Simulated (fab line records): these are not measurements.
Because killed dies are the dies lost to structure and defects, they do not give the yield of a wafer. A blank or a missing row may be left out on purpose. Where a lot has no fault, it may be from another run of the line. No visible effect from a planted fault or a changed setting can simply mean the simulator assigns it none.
Comparing a struck lot with a sound one -- flow sfqLine -- 42 steps out of a route of 325
Sound: the wafers L738.1, L738.2, L738.3. Wafers struck: L755.3, L755.4, L755.5. At the end, the cause is stated.
For every step that has rows: the tool of each side, followed by ch and its chambers, followed by its first start. Under that, the readings that differ: sound wafers -- struck wafers -- difference of the means -- sigmas: that difference in standard deviations of wafers without a fault.
alike: readings whose means differ by less than 2 such deviations, and words and numbers that are the same on both sides. not compared: withheld readings, readings that some wafer has no value for, bounds like >300 that may hide the same value, and numbers for which the record gives no deviation and whose values overlap.
The two part at a step that has a row with sigmas, a row that says differs or no value, or rows on one side only. Non-overlapping numbers with no deviation appear without sigmas and do not part them. A reading missing from all wafers of one side parts the sides only when that side holds two or more wafers.

first, 6 steps without rows for these wafers: SFQ_TRILAYER_I4_VIA_LITHO_COAT_108 (resist thk 62 nm); SFQ_TRILAYER_I4_VIA_LITHO_COAT_103 (resist thk 650 nm); SFQ_TRILAYER_I4_VIA_LITHO_SOFTBAKE_107; SFQ_TRILAYER_I4_VIA_LITHO_EXPOSE_104 (exposes mask I4, target cd 700 nm); SFQ_TRILAYER_I4_VIA_LITHO_PEB_106 (peb time 60 s); SFQ_TRILAYER_I4_VIA_LITHO_DEVELOP_105 (time 60 s).
SFQ_I4_OVL_MEAS_928:
  sound: overlay-01 at day 43 07:04; struck: overlay-02 at day 49 00:32
  alike: I4_OVL
SFQ_TRILAYER_I4_VIA_BARC_OPEN_VIA_ETCH_146: etches BARC in O2, target depth 125 nm, time 41.7 s.
  sound on rieDiel-01 ch 0,1,3, day 43 07:06; struck on rieDiel-02 ch 2,3, day 49 00:34
  alike: biasW, drypumpMotorCurrentA, oesProductAu
  not compared: rfHoursCounterH
then, 4 steps without rows for these wafers: SFQ_TRILAYER_I4_VIA_ETCH_VIA_ETCH_106 (etches SiO2 in CHF3, stops on Nb, target depth 260 nm); SFQ_TRILAYER_I4_VIA_STRIP_STRIP_107 (strips in O2); SFQ_TRILAYER_I4_VIA_STRIP_SOLV_CLEAN_108 (cleans in NMP, time 600 s); SFQ_TRILAYER_JJ_TRILAYER_DEP_PRE_CLEAN_113 (time 22.5 s).
SFQ_TRILAYER_JJ_TRILAYER_DEP_SPUTTER_109: material Nb, target thk 150 nm, time 100 s.
  sound: pvdSputter-06 at day 43 08:04; struck: pvdSputter-04 at day 49 01:31
reading,sound,struck,difference,sigmas
model.Nb_of_TRILAYER_JJ_TRILAYER_DEP_SPUTTER_109.thkNm (nm),149.9 149.1 153.2,158.4 163.8 162.9,+11.0,
  alike: throttleValvePct
SFQ_TRILAYER_JJ_TRILAYER_DEP_SPUTTER_110: material Al, target thk 8 nm, time 10 s.
  sound: pvdSputter-06 at day 43 08:08; struck: pvdSputter-04 at day 49 01:35
  alike: throttleValvePct
then, 1 step without rows for these wafers: SFQ_TRILAYER_JJ_TRILAYER_DEP_AL_OXIDATION_111 (oxidation time 600 s).
SFQ_TRILAYER_JJ_TRILAYER_DEP_SPUTTER_112: material Nb, target thk 170 nm, time 113.3 s.
  sound: pvdSputter-06 at day 43 09:09; struck: pvdSputter-04 at day 49 02:37
  alike: throttleValvePct
SFQ_JJ_RS_MEAS_929: uses a four-point probe to measure.
  sound: filmMetro-01 at day 43 09:14; struck: filmMetro-02 at day 49 02:44
reading,sound,struck,difference,sigmas
JJ_NB_RS (ohm/sq),1.059 1.078 1.066,1.028 1.015 1.050,-0.037,-3
then, 6 steps without rows for these wafers: SFQ_TRILAYER_JJ_CE_LITHO_COAT_119 (resist thk 62 nm); SFQ_TRILAYER_JJ_CE_LITHO_COAT_114 (resist thk 600 nm); SFQ_TRILAYER_JJ_CE_LITHO_SOFTBAKE_118; SFQ_TRILAYER_JJ_CE_LITHO_EXPOSE_115 (exposes mask J5, target cd 700 nm); SFQ_TRILAYER_JJ_CE_LITHO_PEB_117 (peb time 60 s); SFQ_TRILAYER_JJ_CE_LITHO_DEVELOP_116 (time 60 s).
-- the record jumps here: 6 days lie between the struck wafers' starts before and after --
SFQ_JJ_OVL_MEAS_931:
  sound: overlay-02 at day 47 20:40; struck: overlay-01 at day 55 11:30
  alike: J5_OVL
SFQ_TRILAYER_JJ_CE_METRO_MEASURE_117:
  sound: cdSem-01 at day 47 20:43; struck: cdSem-02 at day 55 11:55
reading,sound,struck,difference,sigmas
cdNm (nm),700.6 700.6 701.1,698.7 696.8 698.2,-2.9,-2
then, 11 steps without rows for these wafers: SFQ_TRILAYER_JJ_CE_BARC_OPEN_RIE_150 (chemistry O2, target BARC, target depth 240 nm, time 80 s); SFQ_TRILAYER_JJ_CE_ETCH_RIE_118 (chemistry SF6, target Nb, stops on Al2O3, time 97.7 s, target depth 170 nm); SFQ_TRILAYER_JJ_ANODIZE_ANODIZE_119; SFQ_TRILAYER_JJ_CE_STRIP_STRIP_120 (strips in O2); SFQ_TRILAYER_JJ_CE_STRIP_SOLV_CLEAN_121 (cleans in NMP, time 600 s); SFQ_TRILAYER_M5_LITHO_COAT_128 (resist thk 62 nm); SFQ_TRILAYER_M5_LITHO_COAT_123 (resist thk 600 nm); SFQ_TRILAYER_M5_LITHO_SOFTBAKE_127; SFQ_TRILAYER_M5_LITHO_EXPOSE_124 (exposes mask M5, target cd 700 nm); SFQ_TRILAYER_M5_LITHO_PEB_126 (peb time 60 s); SFQ_TRILAYER_M5_LITHO_DEVELOP_125 (time 60 s).
-- the record jumps here: 6 days lie between the struck wafers' starts before and after --
SFQ_M5_OVL_MEAS_932:
  sound: overlay-02 at day 48 01:46; struck: overlay-02 at day 61 04:34
  alike: M5_OVL
SFQ_TRILAYER_M5_BARC_OPEN_METAL_ETCH_161: etches BARC in O2, target depth 125 nm, time 41.7 s.
  sound on rieMetal-03 ch 0,1, day 48 01:47; struck on rieMetal-03 ch 0,1, day 61 04:37
  alike: biasW, drypumpMotorCurrentA, oesProductAu
  not compared: rfHoursCounterH
SFQ_TRILAYER_M5_ETCH_METAL_ETCH_126: etches Nb in Cl2/BCl3, stops on SiO2, time 203.2 s, target depth 265 nm.
  sound on rieMetal-03 ch 0,1, day 48 01:51; struck on rieMetal-03 ch 0,1, day 61 04:43
reading,sound,struck,difference,sigmas
oesProductAu (a.u.),0.735 0.724 0.742,0.743 0.764 0.753,+0.020,+3
model.etch.depthNm (nm),149.9 149.1 153.2,158.4 163.8 162.9,+11.0,
model.M5.featureDepthNm (nm),162.1 161.9 165.4,170.5 176.2 174.9,+10.7,
  alike: biasW, drypumpMotorCurrentA
  not compared: rfHoursCounterH
then, 2 steps without rows for these wafers: SFQ_TRILAYER_M5_STRIP_STRIP_127 (strips in O2); SFQ_TRILAYER_M5_STRIP_SOLV_CLEAN_128 (cleans in NMP, time 600 s).
-- the record jumps here: 19 days lie between the struck wafers' starts before and after --
SFQ_M8_BOW_MEAS_951:
  sound: filmMetro-03 at day 77 20:43; struck: filmMetro-03 at day 80 15:28
reading,sound,struck,difference,sigmas
model.etest.m5.ohmUm,1.692 1.699 1.654,1.605 1.546 1.561,-0.111,
model.etest.i4.linkOhm,2.175 2.196 2.164,2.107 2.065 2.064,-0.100,
model.etest.m5.ohmSq,1.187 1.193 1.162,1.123 1.086 1.092,-0.080,
model.etest.i5.linkOhm,2.294 2.286 2.24,2.227 2.18 2.176,-0.079,
  alike: M8_BOW

== WHERE THEY PART ==
Last at SFQ_TRILAYER_M5_ETCH_METAL_ETCH_126 as far as this record goes, first at SFQ_JJ_RS_MEAS_929. Later steps at which nothing parts them and some readings are alike: SFQ_M8_BOW_MEAS_951.

WHY: whatever the simulator had introduced
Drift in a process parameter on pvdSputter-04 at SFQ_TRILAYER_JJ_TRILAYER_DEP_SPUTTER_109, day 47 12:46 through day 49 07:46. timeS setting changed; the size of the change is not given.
